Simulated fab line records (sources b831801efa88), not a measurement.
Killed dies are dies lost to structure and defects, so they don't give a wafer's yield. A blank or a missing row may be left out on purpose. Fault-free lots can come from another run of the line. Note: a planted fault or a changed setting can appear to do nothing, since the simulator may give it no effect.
Matching of chambers ; flow gf180mcu ; GF_V4_CMP_26 on cmp-02 has 4 sister chambers
The step polishes, stops on SiO2, t overpolish 15 s, target thk 0 nm. 14 wafers are shown with their chamber, then 7 later ones without.

## WAFERS WITH THEIR CHAMBER
wafer;chamber;motor-current-A (A);overpolish-run-s (s);platen-rpm (rpm)
L944.1;0;10.7;15.003;60.00
L944.4;3;10.8;15.003;60.02
L944.6;3;10.4;15.014;59.99
L946.1;3;10.6;15.006;59.93
L946.3;1;13.5;15.008;59.93
L946.5;3;11.1;15.003;60.02
L947.1;1;12.9;15.007;59.96
L947.4;0;10.7;15.003;60.04
L947.5;2;12.5;15.003;60.05
L948.1;3;10.6;15.005;60.00
L948.2;0;10.6;15.002;59.97
L948.4;2;12.4;14.976;59.98
L954.1;0;10.5;14.986;60.02
L954.4;3;10.8;15.009;59.99

SIGNATURES (averages over the wafers above)
reading;chamber 0;chamber 1;chamber 2;chamber 3;scatter within a chamber
motor-current-A;10.625;13.200;12.450;10.717;0.224
overpolish-run-s;14.99850;15.00750;14.98950;15.00667;0.00814
platen-rpm;60.0075;59.9450;60.0150;59.9917;0.0333
Rule: distance of a wafer from a chamber = root of the sum over the readings of ((wafer's reading minus chamber's mean) / reading's scatter) squared. The wafer belongs to the nearest chamber; if the next one is less than 2 further off, it can't be placed. The scatter: the root of (the sum of the squares of (reading less its chamber's mean) over the shown wafers, divided by (wafers less chambers)).

## WAFERS WITH NO CHAMBER GIVEN
wafer;motor-current-A (A);overpolish-run-s (s);platen-rpm (rpm)
L954.5;13.0;14.993;59.97
L958.1;12.9;14.998;60.04
L958.4;13.5;15.001;60.04
L958.6;10.4;14.996;59.98
L960.2;12.4;15.002;59.90
L960.4;13.0;15.012;59.99
L960.5;12.7;14.999;60.01

## THE CHAMBER EACH PASSED THROUGH
wafer;from the rows above;in truth
L954.5;can't be placed: 1 or 2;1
L958.1;can't be placed: 2 or 1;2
L958.4;can't be placed: 1 or 2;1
L958.6;can't be placed: 0 or 3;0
L960.2;can't be placed: 2 or 1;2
L960.4;1;1
L960.5;can't be placed: 2 or 1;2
Correctly placed: 1 of 7. Unplaceable from these rows: 6, with the true chamber sitting among the candidates in 6. Number placed wrongly: 0.
